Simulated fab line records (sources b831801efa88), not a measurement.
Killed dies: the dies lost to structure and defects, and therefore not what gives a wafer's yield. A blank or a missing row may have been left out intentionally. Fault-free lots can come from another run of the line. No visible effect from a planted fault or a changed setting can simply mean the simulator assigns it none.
Code-filled problem report in 8D (eight disciplines) form / flow gf180mcu / the parts of the form that need people (team, actions taken, sign-off) are left out

== 1. PROBLEM STATEMENT ==
Wafers without a fault read 15.000 s, standard deviation 0.0086; overpolishRunS at GF_V3_CMP_26 reads a mean of 9.045 s on 9 wafers belonging to 3 lots. So: -99 or more standard deviations from the usual mean.
The step: polishes, stops on SiO2, t overpolish 15 s, target thk 0 nm.
The first sign was on wafer L918.4 at day 24 05:16, on cmp-01. The record has a number at this step for 39 wafers belonging to 13 lots. Rule for "out" (also "out of limits"): further than 4 standard deviations from the usual mean. The other wafers with a number count as sound.

== 2. WHAT IT IS; WHAT IT IS NOT ==
question=which readings at this step | is=overpolishRunS | is not=motorCurrentA
question=which lots | is=L918, L919, L922 | is not=L915, L916, L920, L930, L931, L932, L933, L935, L936, L937
question=which wafers of those lots | is=all that have a number | is not=-
question=read on which tools | is=cmp-01 | is not=cmp-02
question=when | is=from day 24 05:16 | is not=up to then (6 sound wafers); but 24 sound wafers of L920, L930, L931, L932, L933, L935, L936, L937 came after

== 3. THE SUSPECTS, EACH WITH WHAT RULES IT OUT ==
Counting: any tool at a process step up to the reading is kept as a suspect provided that every lot that is out went through it and no sound lot did after the first of them.
- cmp-01 at GF_V3_CMP_26 (polishes, stops on SiO2, t overpolish 15 s, target thk 0 nm): ruled out as a lasting fault. Following L918 (day 24 05:16), the first lot on it that is out, the sound lots L930, L931, L935, L936, L937 were run on it.
Left after counting: nothing in the record.

== 4. THE CAUSE (what the simulator had put in) ==
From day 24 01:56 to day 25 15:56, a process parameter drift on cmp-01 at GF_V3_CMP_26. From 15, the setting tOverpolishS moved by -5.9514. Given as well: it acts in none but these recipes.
Counting ruled it out, wrongly.

== 5. THE CHAIN OF EFFECTS, in route order ==
Each row: a reading where the mean over the struck wafers with a number is more than 3 standard deviations away from the usual. Only readings for which the record gives a usual standard deviation are gone through. hours: the time from each lot's start at the first step in this table that gives one to its start at this step, as a median over the lots. sigmas: the change in usual standard deviations.
hours=0; step=GF_V3_CMP_26; reading=overpolishRunS; usual=15.000 s; on struck wafers=9.045; change=-5.955; sigmas=-99 or more
Its process steps:
- GF_V3_CMP_26: polishes, stops on SiO2, t overpolish 15 s, target thk 0 nm.
Later measuring or inspecting steps at which every struck wafer that the step has a row for has a number for every such reading, and none has moved that far: GF_M5_OVL_MEAS_08.

== 6. WHAT WOULD HAVE CAUGHT IT SOONER ==
In this record no reading fell out of limits until day 24 05:16, 3 hours after the fault had begun at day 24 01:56.
